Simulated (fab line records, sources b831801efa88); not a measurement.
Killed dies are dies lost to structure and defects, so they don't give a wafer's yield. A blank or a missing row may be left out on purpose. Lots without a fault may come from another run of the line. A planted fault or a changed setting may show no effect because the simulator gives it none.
Which tool did it? | flow gf180mcu | 6 lots, 18 wafers sampled, at 2 steps of a route of 602

WHAT THE GAUGES READ, wafer by wafer
GF_POLY_GATE_THK_MEAS_01.
lot  | measured     | on            | POLY_GATE_CVD_00_THK (nm)
L801 | day 8 19:32  | film_metro-04 | 200.2 200.2 198.2
L803 | day 9 11:31  | film_metro-04 | 196.7 196.9 196.6
L805 | day 9 23:11  | film_metro-03 | 199.8 197.8 199.3
L807 | day 10 10:29 | film_metro-03 | 200.6 200.4 201.6
L813 | day 12 22:44 | film_metro-04 | 222.8 223.2 222.6
L819 | day 14 09:05 | film_metro-02 | 199.8 200.0 201.7

WHICH TOOL RAN EACH LOT (tool, then ch and the chambers of the sampled wafers, then the start)
lot  | GF_POLY_GATE_CVD_00
L801 | lpcvd-02 ch 1, day 8 18:13
L803 | lpcvd-02 ch 0, day 9 09:30
L805 | lpcvd-01 ch 1, day 9 21:52
L807 | lpcvd-01 ch 1, day 10 09:10
L813 | lpcvd-01 ch 1, day 12 21:24
L819 | lpcvd-02 ch 1, day 14 07:43
- GF_POLY_GATE_CVD_00: deposits poly-Si, target thk 200 nm, time 1200 s.

THE ANSWER, worked out from the rows above alone
Rule: what is usual is taken from the lots themselves. Put in order of their means at a reading, lots are off if they are a third of the lots or fewer, leave a main group of 4 or more, and stand apart from it by a gap of 3 or more times the standard deviation of the main group's means; of several such gaps the widest counts. A main group whose means are all the same, to the digits that the tables above print for the reading, isn't used. A lot without any number at a reading at which 4 lots or more have one is off too. The other lots that the step has rows for count as sound.
Off: L813, at GF_POLY_GATE_THK_MEAS_01 (POLY_GATE_CVD_00_THK). The main group: mean 199.3 nm, standard deviation 1.5.
A tool fits if, at a process step before that reading, it ran every lot that is off, and no sound lot after the first of them. The gauges at GF_POLY_GATE_THK_MEAS_01 are tried like those tools. Can't be told from this: 2 tools fit, lpcvd-01 at GF_POLY_GATE_CVD_00, film_metro-04 at GF_POLY_GATE_THK_MEAS_01.

WHAT THE SIMULATOR HAD PUT IN
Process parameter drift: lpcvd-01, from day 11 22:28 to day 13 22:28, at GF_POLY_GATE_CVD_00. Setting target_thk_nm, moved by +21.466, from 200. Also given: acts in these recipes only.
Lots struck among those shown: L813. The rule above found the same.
